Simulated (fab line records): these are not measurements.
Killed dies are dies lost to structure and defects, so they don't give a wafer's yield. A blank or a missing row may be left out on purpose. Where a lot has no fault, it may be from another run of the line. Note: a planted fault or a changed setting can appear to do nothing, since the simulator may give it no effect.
fab line records -- flow sfqLine
record lots=5, wafers=15, lastDay=83
route steps=325 shown L0V@17 M0@28 I0@43 M1@58 M8@325
lots with no fault: from the same line, run without faults
startH: hours from the record's first day to the start of the lot's first wafer shown -- waitH: hours since the lot's step before -- " unchanged from the row above -- L1.1+2: several wafers, shown together as one row -- - no value, or no start was given -- * or withheld: withheld -- < > ~ a bound
route shown NAME@n: NAME is a module with steps in the file, n the number in the route of the first one -- usual: mean and standard deviation over wafers with no fault -- same: alike in all rows -- chamber/n: place in a boat -- sites: the reading at each site -- _std_site: the standard deviation of these -- _edge_site: the outer-site mean with the inner-site mean subtracted -- radiusMm: for every site, how far away it sits from the centre of the wafer -- mask NAME#n: copy n -- behind: the most recent tool/chamber to have shaped the wafer -- hold: what put the lot on hold/how long, in hours/how the hold closed -- device: which transistor (n, p or np) failed to switch -- end of line: tests run on the same wafers once the route is complete -- a step with no rows: only its recipe -- killed: count of dies lost to structure and defects at first sort (not the wafer's yield) -- map: shows each die of a wafer: x if killed, . if not, _ if none is there
set.NAME: the setting that was run; set.NAME@STEP: the one run at that earlier step -- model.NAME: the simulator's own value behind a step, which no gauge read
lots seen at some steps along the route; tables by step, rows by wafer
services: from which hour (startH, from the record's first day; less than 0 if before it) a tool's chamber was out of use, for how many hours, and why
## steps
# step SFQ_TRILAYER_L0_VIA_LITHO_COAT_018
# recipe resist=BARC, spinRpm=3000, resistThkNm=62
# step SFQ_TRILAYER_L0_VIA_LITHO_COAT_013
# recipe resist=KrF, spinRpm=3000, resistThkNm=650
# step SFQ_TRILAYER_L0_VIA_LITHO_SOFTBAKE_017
# recipe tempC=withheld, timeS=withheld, resist=KrF
# step SFQ_TRILAYER_L0_VIA_LITHO_EXPOSE_014
# recipe maskId=L0V, na=0.6, sourceShape=conventional, sigmaOuter=0.65, targetCdNm=700, doseMj=21.3
# step SFQ_TRILAYER_L0_VIA_LITHO_PEB_016
# recipe pebTempC=115, pebTimeS=60, resist=KrF
# step SFQ_TRILAYER_L0_VIA_LITHO_DEVELOP_015
# recipe timeS=60, resist=KrF
# step SFQ_L0V_OVL_MEAS_903
# usual L0V_OVL=0/4.6
lot.wafer,tool,chamber,startH,waitH,L0V_OVL[nm]
L703.1,overlay-02,-,158.26,0.1,6
L703.3,overlay-02,-,158.26,0.1,5
L703.4,overlay-02,-,158.26,0.1,4
L708.2,overlay-02,-,184.34,0.1,5
L708.4,overlay-02,-,184.34,0.1,6
L708.6,overlay-02,-,184.34,0.1,6
L716.2,overlay-01,-,232.31,0.1,-4
L716.3,overlay-01,-,232.31,0.1,-4
L716.4,overlay-01,-,232.31,0.1,-2
L725.3,overlay-01,-,290.70,0.1,-3
L725.4,overlay-01,-,290.70,0.1,-4
L725.5,overlay-01,-,290.70,0.1,-7
L726.1,overlay-02,-,291.89,0.1,0
L726.2,overlay-02,-,291.89,0.1,2
L726.3,overlay-02,-,291.89,0.1,-4
# step SFQ_TRILAYER_L0_VIA_BARC_OPEN_VIA_ETCH_021
# recipe maskMaterial=PR, chemistry=O2, targetDepthNm=125, target=BARC, sourceW=500, biasW=80, pressureMtorr=30, timeS=41.7
# usual biasW=80.02/0.24, drypumpMotorCurrentA=5.6/0.44, oesProductAu=0.685/0.0046
lot.wafer,tool,chamber,startH,waitH,biasW,drypumpMotorCurrentA,oesProductAu,rfHoursCounterH
L703.1,rieDiel-04,0,158.30,0.0,79.98,6.1,0.692,12
L703.3,rieDiel-04,2,158.30,0.0,80.28,5.5,0.685,147
L703.4,rieDiel-04,0,158.30,0.0,79.97,6.2,0.684,-
L708.2,rieDiel-02,0,184.37,0.0,80.24,6.4,0.692,9
L708.4,rieDiel-02,3,184.37,0.0,80.00,5.3,0.682,7
L708.6,rieDiel-02,1,184.37,0.0,80.15,5.1,0.683,-
L716.2,rieDiel-02,3,232.34,0.0,80.24,5.3,0.686,8
L716.3,rieDiel-02,1,232.34,0.0,79.89,5.1,0.685,119
L716.4,rieDiel-02,0,232.34,0.0,80.09,6.4,0.680,10
L725.3,rieDiel-01,3,290.72,0.0,79.94,5.1,0.690,86
L725.4,rieDiel-01,1,290.72,0.0,79.62,5.8,0.685,6
L725.5,rieDiel-01,3,290.72,0.0,80.23,5.1,0.680,-
L726.1,rieDiel-02,2,291.92,0.0,79.99,5.6,0.688,5
L726.2,rieDiel-02,0,291.92,0.0,79.97,6.4,0.690,11
L726.3,rieDiel-02,1,291.92,0.0,79.84,5.1,0.683,120
# step SFQ_TRILAYER_L0_VIA_ETCH_VIA_ETCH_016
# recipe target=SiO2, stopOn=MoNx_KI, maskMaterial=PR, chemistry=CHF3, targetDepthNm=80, sourceW=500, biasW=80, pressureMtorr=30, timeS=withheld
# step SFQ_TRILAYER_L0_VIA_STRIP_STRIP_017
# recipe gas=O2, powerW=200, platenTempC=40, overashFraction=0.65, chemistry=O2, pressureMtorr=50
# step SFQ_TRILAYER_L0_VIA_STRIP_SOLV_CLEAN_018
# recipe chemistry=NMP, tempC=70, timeS=600
# step SFQ_TRILAYER_M0_DEP_PRE_CLEAN_020
# recipe gas=Ar, timeS=15, biasV=250
# step SFQ_TRILAYER_M0_DEP_SPUTTER_019
# recipe material=Nb, basePressurePa=1.33e-06, chamberPressurePa=0.1333, substrateTempC=20, resputterCathodeVoltageV=400, targetThkNm=200, powerW=2000, timeS=133.3
# usual chamberPressurePa=0.13329/0.00026, throttleValvePct=29.9/1
lot.wafer,tool,chamber,startH,waitH,chamberPressurePa,throttleValvePct,model.Nb_of_TRILAYER_M0_DEP_SPUTTER_019.thkNm
L703.1,pvdSputter-06,-,159.18,0.0,0.13339,29.0,197.8
L703.3,pvdSputter-06,-,159.18,0.0,0.13363,29.2,197.5
L703.4,pvdSputter-06,-,159.18,0.0,0.13394,29.9,197.6
L708.2,pvdSputter-03,-,185.27,0.0,0.13322,31.5,198.3
L708.4,pvdSputter-03,-,185.27,0.0,0.13353,30.6,198
L708.6,pvdSputter-03,-,185.27,0.0,0.13304,29.3,197.6
L716.2,pvdSputter-06,-,233.23,0.0,0.13306,29.4,87.04
L716.3,pvdSputter-06,-,233.23,0.0,0.13343,29.9,85.47
L716.4,pvdSputter-06,-,233.23,0.0,0.13301,29.2,199.4
L725.3,pvdSputter-03,-,291.61,0.0,0.13336,31.8,199.9
L725.4,pvdSputter-03,-,291.61,0.0,0.13348,29.2,198.1
L725.5,pvdSputter-03,-,291.61,0.0,0.13358,30.4,199.2
L726.1,pvdSputter-05,-,293.41,0.0,0.13401,31.8,200.3
L726.2,pvdSputter-05,-,293.41,0.0,0.13355,30.1,199.3
L726.3,pvdSputter-05,-,293.41,0.0,0.13286,31.3,201.4
# step SFQ_M0_RS_MEAS_904
# recipe thkMeasGauge=four-point-probe, reads=Nb_of_TRILAYER_M0_DEP_SPUTTER_019
# usual M0_NB_RS=0.894/0.009
lot.wafer,tool,chamber,startH,waitH,M0_NB_RS[ohm/sq]
L703.1,filmMetro-03,-,159.27,0.0,0.899
L703.3,filmMetro-03,-,159.27,0.0,0.901
L703.4,filmMetro-03,-,159.27,0.0,0.902
L708.2,filmMetro-01,-,185.38,0.1,0.897
L708.4,filmMetro-01,-,185.38,0.1,0.898
L708.6,filmMetro-01,-,185.38,0.1,0.902
L716.2,filmMetro-02,-,233.34,0.1,2.079
L716.3,filmMetro-02,-,233.34,0.1,2.113
L716.4,filmMetro-02,-,233.34,0.1,0.893
L725.3,filmMetro-03,-,291.76,0.1,0.889
L725.4,filmMetro-03,-,291.76,0.1,0.898
L725.5,filmMetro-03,-,291.76,0.1,0.895
L726.1,filmMetro-02,-,293.50,0.0,0.890
L726.2,filmMetro-02,-,293.50,0.0,0.893
L726.3,filmMetro-02,-,293.50,0.0,0.883
# step SFQ_TRILAYER_M0_LITHO_COAT_026
# recipe resist=BARC, spinRpm=3000, resistThkNm=62
# step SFQ_TRILAYER_M0_LITHO_COAT_021
# recipe resist=KrF, spinRpm=3000, resistThkNm=600
# step SFQ_TRILAYER_M0_LITHO_SOFTBAKE_025
# recipe tempC=withheld, timeS=withheld, resist=KrF
# step SFQ_TRILAYER_M0_LITHO_EXPOSE_022
# recipe maskId=M0, na=0.6, sourceShape=conventional, sigmaOuter=0.65, targetCdNm=500, doseMj=14.4
# step SFQ_TRILAYER_M0_LITHO_PEB_024
# recipe pebTempC=115, pebTimeS=60, resist=KrF
# step SFQ_TRILAYER_M0_LITHO_DEVELOP_023
# recipe timeS=60, resist=KrF
# step SFQ_M0_OVL_MEAS_906
# usual M0_OVL=1/4.7
lot.wafer,tool,chamber,startH,waitH,M0_OVL[nm]
L703.1,overlay-01,-,179.66,0.1,-4
L703.3,overlay-01,-,179.66,0.1,-7
L703.4,overlay-01,-,179.66,0.1,0
L708.2,overlay-02,-,196.47,0.1,-5
L708.4,overlay-02,-,196.47,0.1,0
L708.6,overlay-02,-,196.47,0.1,-7
L716.2,overlay-01,-,235.75,0.1,12
L716.3,overlay-01,-,235.75,0.1,8
L716.4,overlay-01,-,235.75,0.1,6
L725.3,overlay-02,-,394.58,0.1,-7
L725.4,overlay-02,-,394.58,0.1,5
L725.5,overlay-02,-,394.58,0.1,-2
L726.1,overlay-01,-,398.16,0.1,-1
L726.2,overlay-01,-,398.16,0.1,5
L726.3,overlay-01,-,398.16,0.1,3
# step SFQ_TRILAYER_M0_BARC_OPEN_METAL_ETCH_031
# recipe maskMaterial=PR, chemistry=O2, targetDepthNm=125, target=BARC, icpW=600, biasW=80, pressureMtorr=10, timeS=41.7
# step SFQ_TRILAYER_M0_ETCH_METAL_ETCH_024
# recipe target=Nb, stopOn=SiO2, maskMaterial=PR, chemistry=Cl2/Ar, targetDepthNm=240, icpW=600, biasW=80, pressureMtorr=10, timeS=120
# usual biasW=80.00/0.25, drypumpMotorCurrentA=5.6/0.41, heBacksideLeakSccm=3.5/0.39, oesProductAu=0.892/0.0069
lot.wafer,tool,chamber,startH,waitH,biasW,drypumpMotorCurrentA,heBacksideLeakSccm,oesProductAu,rfHoursCounterH
L703.1,rieMetal-04,1,179.75,0.0,80.16,5.3,3.5,0.888,168
L703.3,rieMetal-04,1,179.75,0.0,80.04,5.3,3.6,0.880,-
L703.4,rieMetal-04,0,179.75,0.0,79.48,6.2,3.6,0.893,-
L708.2,rieMetal-04,0,196.55,0.0,80.21,6.2,3.6,0.879,173
L708.4,rieMetal-04,1,196.55,0.0,80.02,5.3,3.5,0.890,-
L708.6,rieMetal-04,1,196.55,0.0,80.11,5.3,3.4,0.889,-
L716.2,rieMetal-03,1,235.84,0.0,80.13,5.0,3.5,0.595,107
L716.3,rieMetal-03,1,235.84,0.0,80.12,5.0,3.7,0.600,-
L716.4,rieMetal-03,0,235.84,0.0,80.21,6.0,3.7,0.889,-
L725.3,rieMetal-03,0,394.70,0.1,80.01,6.0,3.5,0.895,-
L725.4,rieMetal-03,1,394.70,0.1,79.78,5.0,4.0,0.886,-
L725.5,rieMetal-03,0,394.70,0.1,80.13,6.0,3.0,0.898,-
L726.1,rieMetal-04,1,398.26,0.0,79.66,5.3,3.4,0.897,19
L726.2,rieMetal-04,0,398.26,0.0,80.06,6.2,3.1,0.888,15
L726.3,rieMetal-04,0,398.26,0.0,79.84,6.2,3.3,0.901,-
# step SFQ_TRILAYER_M0_STRIP_STRIP_025
# recipe gas=O2, powerW=200, platenTempC=40, overashFraction=0.65, chemistry=O2, pressureMtorr=50
# usual drypumpMotorCurrentA=5.6/0.41, heBacksideLeakSccm=3.5/0.35, oesProductAu=1.002/0.0069
lot.wafer,tool,chamber,startH,waitH,drypumpMotorCurrentA,heBacksideLeakSccm,oesProductAu,rfHoursCounterH
L703.1,rieMetal-04,1,179.88,0.1,5.3,3.5,1.001,168
L703.3,rieMetal-04,1,179.88,0.1,5.3,3.6,1.018,-
L703.4,rieMetal-04,0,179.88,0.1,6.2,3.4,1.004,-
L708.2,rieMetal-04,0,196.68,0.1,6.2,3.3,1.003,173
L708.4,rieMetal-04,1,196.68,0.1,5.3,3.4,1.011,-
L708.6,rieMetal-04,1,196.68,0.1,5.3,3.4,1.014,-
L716.2,rieMetal-03,1,235.97,0.1,5.0,3.6,1.004,107
L716.3,rieMetal-03,1,235.97,0.1,5.0,3.9,1.002,-
L716.4,rieMetal-03,0,235.97,0.1,5.9,3.6,1.005,-
L725.3,rieMetal-03,0,394.98,0.2,5.9,3.4,1.009,-
L725.4,rieMetal-03,1,394.98,0.2,5.0,3.9,0.999,-
L725.5,rieMetal-03,0,394.98,0.2,6.0,3.5,1.012,-
L726.1,rieMetal-04,1,398.38,0.1,5.3,3.4,1.008,19
L726.2,rieMetal-04,0,398.38,0.1,6.2,3.3,0.993,15
L726.3,rieMetal-04,0,398.38,0.1,6.3,3.2,0.987,-
# step SFQ_TRILAYER_M0_STRIP_SOLV_CLEAN_026
# recipe chemistry=NMP, tempC=70, timeS=600
# step SFQ_TRILAYER_I0_DEP_PECVD_027
# recipe material=SiO2, tempC=150, timeS=111.11, pressureTorr=2.4, rfW=183.3, precursor=SiH4/N2O, targetThkNm=500
# step SFQ_TRILAYER_I0_CMP_CMP_028
# recipe material=SiO2, downForcePsi=3, platenRpm=60, padVelocityMS=0.94248
# usual motorCurrentA=10.8/0.44, timeToEndpointS=212/6.5
lot.wafer,tool,chamber,startH,waitH,motorCurrentA,timeToEndpointS
L703.3,cmp-02,2,189.21,8.5,11.3,215
L703.4,cmp-02,0,190.21,9.5,10.1,222
L703.1,cmp-02,1,190.21,9.5,9.8,225
L708.4,cmp-01,0,206.45,8.9,10.1,215
L708.2,cmp-01,1,206.45,8.9,11.0,211
L708.6,cmp-01,3,207.95,10.4,11.0,211
L716.2,cmp-02,2,244.93,8.1,11.6,211
L716.4,cmp-02,3,244.93,8.1,10.9,221
L716.3,cmp-02,0,244.93,8.1,10.3,211
L725.4,cmp-01,3,398.04,2.4,11.0,208
L725.3,cmp-01,0,398.04,2.4,11.1,204
L725.5,cmp-01,0,400.54,4.9,10.5,208
L726.2,cmp-01,0,401.04,1.8,11.0,205
L726.1,cmp-01,1,401.04,1.8,10.7,210
L726.3,cmp-01,2,401.04,1.8,11.2,213
# step SFQ_I0_BOW_MEAS_907
# recipe mode=bow
# usual I0_BOW=1/7.5
lot.wafer,tool,chamber,startH,waitH,I0_BOW[um]
L703.1,filmMetro-04,-,192.21,1.0,4
L703.3,filmMetro-04,-,192.21,1.0,7
L703.4,filmMetro-04,-,192.21,1.0,16
L708.2,filmMetro-04,-,208.97,1.5,-6
L708.4,filmMetro-04,-,208.97,1.5,-9
L708.6,filmMetro-04,-,208.97,1.5,8
L716.2,filmMetro-04,-,247.45,2.0,4
L716.3,filmMetro-04,-,247.45,2.0,-6
L716.4,filmMetro-04,-,247.45,2.0,8
L725.3,filmMetro-01,-,401.08,2.0,10
L725.4,filmMetro-01,-,401.08,2.0,-6
L725.5,filmMetro-01,-,401.08,2.0,2
L726.1,filmMetro-01,-,404.04,2.0,1
L726.2,filmMetro-01,-,404.04,2.0,9
L726.3,filmMetro-01,-,404.04,2.0,3
# step SFQ_TRILAYER_I0_METRO_MEASURE_029
# usual thkNm=199.6/1
lot.wafer,tool,chamber,startH,waitH,thkNm
L703.1,filmMetro-04,-,192.33,0.1,200.3
L703.3,filmMetro-04,-,192.33,0.1,200.6
L703.4,filmMetro-04,-,192.33,0.1,199.8
L708.2,filmMetro-04,-,209.27,0.3,200.9
L708.4,filmMetro-04,-,209.27,0.3,200.8
L708.6,filmMetro-04,-,209.27,0.3,198.9
L716.2,filmMetro-04,-,247.75,0.3,200.5
L716.3,filmMetro-04,-,247.75,0.3,199.7
L716.4,filmMetro-04,-,247.75,0.3,200.0
L725.3,filmMetro-01,-,401.56,0.5,198.7
L725.4,filmMetro-01,-,401.56,0.5,197.2
L725.5,filmMetro-01,-,401.56,0.5,198.2
L726.1,filmMetro-01,-,404.16,0.1,199.4
L726.2,filmMetro-01,-,404.16,0.1,197.6
L726.3,filmMetro-01,-,404.16,0.1,197.9
# step SFQ_TRILAYER_I0_VIA_LITHO_COAT_036
# recipe resist=BARC, spinRpm=3000, resistThkNm=62
# step SFQ_TRILAYER_I0_VIA_LITHO_COAT_031
# recipe resist=KrF, spinRpm=3000, resistThkNm=650
# step SFQ_TRILAYER_I0_VIA_LITHO_SOFTBAKE_035
# recipe tempC=withheld, timeS=withheld, resist=KrF
# step SFQ_TRILAYER_I0_VIA_LITHO_EXPOSE_032
# recipe maskId=I0, na=0.6, sourceShape=conventional, sigmaOuter=0.65, targetCdNm=500, doseMj=21.3
# step SFQ_TRILAYER_I0_VIA_LITHO_PEB_034
# recipe pebTempC=115, pebTimeS=60, resist=KrF
# step SFQ_TRILAYER_I0_VIA_LITHO_DEVELOP_033
# recipe timeS=60, resist=KrF
# step SFQ_I0_OVL_MEAS_908
# usual I0_OVL=-4/5.4
lot.wafer,tool,chamber,startH,waitH,I0_OVL[nm]
L703.1,overlay-01,-,285.89,0.1,3
L703.3,overlay-01,-,285.89,0.1,2
L703.4,overlay-01,-,285.89,0.1,-2
L708.2,overlay-01,-,305.34,0.1,-12
L708.4,overlay-01,-,305.34,0.1,-19
L708.6,overlay-01,-,305.34,0.1,-14
L716.2,overlay-02,-,354.97,0.1,-9
L716.3,overlay-02,-,354.97,0.1,-9
L716.4,overlay-02,-,354.97,0.1,-4
L725.3,overlay-01,-,404.62,0.1,-5
L725.4,overlay-01,-,404.62,0.1,-8
L725.5,overlay-01,-,404.62,0.1,0
L726.1,overlay-02,-,407.61,0.1,3
L726.2,overlay-02,-,407.61,0.1,-3
L726.3,overlay-02,-,407.61,0.1,7
# step SFQ_TRILAYER_I0_VIA_BARC_OPEN_VIA_ETCH_046
# recipe maskMaterial=PR, chemistry=O2, targetDepthNm=125, target=BARC, sourceW=500, biasW=80, pressureMtorr=30, timeS=41.7
# step SFQ_TRILAYER_I0_VIA_ETCH_VIA_ETCH_034
# recipe target=SiO2, stopOn=Nb, maskMaterial=PR, taperDeg=20, chemistry=CHF3, targetDepthNm=260, sourceW=500, biasW=80, pressureMtorr=30, timeS=withheld
# step SFQ_TRILAYER_I0_VIA_STRIP_STRIP_035
# recipe gas=O2, powerW=200, platenTempC=40, overashFraction=0.65, chemistry=O2, pressureMtorr=50
# usual drypumpMotorCurrentA=5.8/0.52, heBacksideLeakSccm=3.5/0.35, oesProductAu=0.999/0.0082
lot.wafer,tool,chamber,startH,waitH,drypumpMotorCurrentA,heBacksideLeakSccm,oesProductAu,rfHoursCounterH
L703.1,rieMetal-03,1,286.08,-,5.0,3.7,1.000,109
L703.3,rieMetal-03,0,286.08,-,5.9,3.3,1.004,-
L703.4,rieMetal-03,1,286.08,-,5.0,3.5,1.001,-
L708.2,rieMetal-03,0,305.52,-,6.0,3.3,1.005,22
L708.4,rieMetal-03,0,305.52,-,5.9,3.6,1.007,-
L708.6,rieMetal-03,0,305.52,-,6.0,3.6,1.002,-
L716.2,rieMetal-02,0,355.15,-,6.6,3.3,0.985,124
L716.3,rieMetal-02,0,355.15,-,6.6,3.5,0.988,-
L716.4,rieMetal-02,1,355.15,-,5.9,3.5,0.995,-
L725.3,rieMetal-04,0,405.00,-,6.2,3.4,0.991,-
L725.4,rieMetal-04,1,405.00,-,5.3,3.5,1.010,-
L725.5,rieMetal-04,1,405.00,-,5.3,3.4,1.011,-
L726.1,rieMetal-02,1,407.80,-,5.9,3.9,0.982,22
L726.2,rieMetal-02,0,407.80,-,6.6,3.5,0.991,131
L726.3,rieMetal-02,0,407.80,-,6.6,3.3,0.980,-
# step SFQ_TRILAYER_I0_VIA_STRIP_SOLV_CLEAN_036
# recipe chemistry=NMP, tempC=70, timeS=600
# step SFQ_TRILAYER_M1_DEP_PRE_CLEAN_038
# recipe gas=Ar, timeS=22.5, biasV=250
# step SFQ_M8_BOW_MEAS_951
# recipe mode=bow
# usual M8_BOW=6/11
lot.wafer,tool,chamber,startH,waitH,M8_BOW[um],model.etest.m0.ohmUm,model.etest.l0v.linkOhm,model.etest.i0.linkOhm,model.etest.m0.ohmSq
L703.1,filmMetro-03,-,1691.87,0.0,10,1.794,44.7,1.984,0.9
L703.3,filmMetro-03,-,1691.87,0.0,14,1.792,44.54,1.978,0.9012
L703.4,filmMetro-03,-,1691.87,0.0,23,1.792,44.83,1.977,0.901
L708.2,filmMetro-04,-,1715.89,0.0,-4,1.806,44.61,1.98,0.8977
L708.4,filmMetro-04,-,1715.89,0.0,-7,1.805,44.36,1.983,0.899
L708.6,filmMetro-04,-,1715.89,0.0,12,1.812,44.43,1.995,0.9009
L716.2,filmMetro-03,-,1906.91,0.0,20,4.085,44.73,3.103,2.045
L716.3,filmMetro-03,-,1906.91,0.0,10,4.166,45.32,3.149,2.083
L716.4,filmMetro-03,-,1906.91,0.0,26,1.783,43.34,1.957,0.8929
L725.3,filmMetro-04,-,1980.86,0.0,8,1.78,44.56,1.976,0.8904
L725.4,filmMetro-04,-,1980.86,0.0,-9,1.798,45.08,1.989,0.8984
L725.5,filmMetro-04,-,1980.86,0.0,0,1.785,44.58,1.992,0.8935
L726.1,filmMetro-01,-,1983.22,0.0,1,1.779,44.68,1.97,0.8889
L726.2,filmMetro-01,-,1983.22,0.0,8,1.794,44.49,1.968,0.8934
L726.3,filmMetro-01,-,1983.22,0.0,3,1.777,44.84,1.962,0.8837
## services
tool,chamber,startH,hours,kind
rieMetal-04,1,139.16,17.7,repair
cmp-01,-,157.36,1.1,repair
filmMetro-04,-,168.77,5.4,pm
cmp-01,-,173.96,0.7,repair
cmp-01,-,175.88,4.2,repair
rieMetal-04,0,185.20,5.8,repair
cmp-01,-,191.73,2.2,repair
filmMetro-04,-,193.53,1.7,pm
cmp-02,-,195.21,7.2,pm
rieMetal-02,-,198.75,21.4,repair
rieMetal-02,-,199.00,1.1,repair
rieDiel-02,-,202.08,3.0,repair
filmMetro-01,-,202.32,0.8,pm
rieDiel-02,0,202.66,5.5,repair
cmp-01,-,232.95,4.0,pm
rieMetal-03,-,239.28,28.1,pm
filmMetro-04,-,266.23,2.6,pm
rieDiel-02,0,292.95,8.0,repair
cmp-01,-,327.40,6.2,pm
filmMetro-04,-,333.81,0.4,pm
rieDiel-02,1,345.37,3.0,repair
rieDiel-02,2,347.69,4.0,repair
rieDiel-02,-,377.61,10.0,pm
rieDiel-02,3,390.45,9.1,repair
## key
firstSign step=SFQ_M0_RS_MEAS_904, reading=M0_NB_RS, direction=up, sigmas=99+, usual=0.894, struck=2.096
effect step=SFQ_TRILAYER_M0_ETCH_METAL_ETCH_024, reading=oesProductAu, direction=down, sigmas=43, usual=0.892, struck=0.597
modelEffect step=SFQ_TRILAYER_M0_DEP_SPUTTER_019, value=Nb_of_TRILAYER_M0_DEP_SPUTTER_019.thkNm, without=200, struck=86.25
modelEffect step=SFQ_M8_BOW_MEAS_951, value=etest.m0.ohmUm, without=1.779, struck=4.126
metAt SFQ_TRILAYER_M0_DEP_SPUTTER_019
struckWafers L716.2,L716.3
onsetBetween 159.18 233.23
fault kind=processParameterDrift, tool=pvdSputter-06, chamber=-, onsetH=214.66, steps=SFQ_TRILAYER_M0_DEP_SPUTTER_019, channel=timeS, offset=*, shape=step, endH=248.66, scope=struckWafersOnly, actsIn=*, stated=*
